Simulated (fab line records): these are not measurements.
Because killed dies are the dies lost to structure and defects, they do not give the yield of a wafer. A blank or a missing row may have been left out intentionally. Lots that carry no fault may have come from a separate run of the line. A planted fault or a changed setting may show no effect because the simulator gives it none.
Which tool was responsible?	flow sky130	14 lots, 42 wafers sampled, at 1 step of a route of 708

WHAT THE GAUGES READ, wafer by wafer
The record lacks any reading of a measuring or inspecting step that a usual standard deviation could be used to judge.

EACH LOT AND THE TOOL THAT RAN IT (in order: tool; ch and the chambers of the sampled wafers; start)
lot	SKY_VT_ADJUST_HVTP_SOFTBAKE_03
L601	lithoTrack-01 ch 0, day 6 00:20
L603	lithoTrack-02 ch 0, day 6 10:34
L604	lithoTrack-02 ch 0, day 6 18:58
L605	lithoTrack-04 ch 0, day 6 21:36
L606	lithoTrack-02 ch 0, day 7 03:16
L608	lithoTrack-02 ch 0, day 7 11:55
L610	lithoTrack-04 ch 0, day 8 05:15
L611	lithoTrack-04 ch 0, day 8 10:22
L612	lithoTrack-04 ch 0, day 8 14:55
L614	lithoTrack-02 ch 0, day 9 01:19
L613	lithoTrack-02 ch 0, day 9 02:11
L615	lithoTrack-04 ch 0, day 9 08:10
L622	lithoTrack-01 ch 0, day 11 14:04
L624	lithoTrack-02 ch 0, day 12 03:01
- SKY_VT_ADJUST_HVTP_SOFTBAKE_03: time 60 s.

AS READ BY THE TOOLS THEMSELVES (means over the sampled wafers that have a number; for cases with no such wafer, the mark the record gives instead)
SKY_VT_ADJUST_HVTP_SOFTBAKE_03. Usual: 89.2 s for runLengthS, sd 0.32.
lot	tool	runLengthS (s)	flag
L601	lithoTrack-01	89.7	
L603	lithoTrack-02	89.0	
L604	lithoTrack-02	89.1	
L605	lithoTrack-04	89.6	
L606	lithoTrack-02	88.9	
L608	lithoTrack-02	89.1	
L610	lithoTrack-04	89.6	
L611	lithoTrack-04	89.6	
L612	lithoTrack-04	99.7	OFF
L614	lithoTrack-02	89.0	
L613	lithoTrack-02	89.1	
L615	lithoTrack-04	99.7	OFF
L622	lithoTrack-01	89.5	
L624	lithoTrack-02	89.0	

THE ANSWER, worked out from the rows above alone
Rule: a lot counts as off when the mean over its wafers that have a number is more than 3 standard deviations away from the usual mean. A lot without any number at a reading at which 4 lots or more have one is off too. All remaining lots with rows at the step are treated as sound. After the gauges, taken in route order, come the tools' own readings; for these a lot's mean is taken, as printed above. The first step at which some lot is off is used, and at that step the reading that is off furthest; a lot without a number counts as furthest.
Off: L612, L615, at SKY_VT_ADJUST_HVTP_SOFTBAKE_03 (runLengthS).
A tool fits if, at that step or a process step before it, it ran every lot that is off, and no sound lot after the first of them. One fits: SKY_VT_ADJUST_HVTP_SOFTBAKE_03 on lithoTrack-04. Its last sound lot is L611 (day 8 10:22), its first lot that is off L612 (day 8 14:55): a fault that began between those two fits.
On the lots that are off, the tool's own readings at SKY_VT_ADJUST_HVTP_SOFTBAKE_03 differ by more than 5 times the standard deviation of the sound lots' means, which bears it out; runLengthS reads 99.7 s there versus 89.3 s on the sound lots.

WHAT THE SIMULATOR HAD PUT IN
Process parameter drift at SKY_VT_ADJUST_HVTP_SOFTBAKE_03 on lithoTrack-04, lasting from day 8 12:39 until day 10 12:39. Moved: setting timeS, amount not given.
Lots struck among those shown: L612, L615. This agrees with what the rule above found.
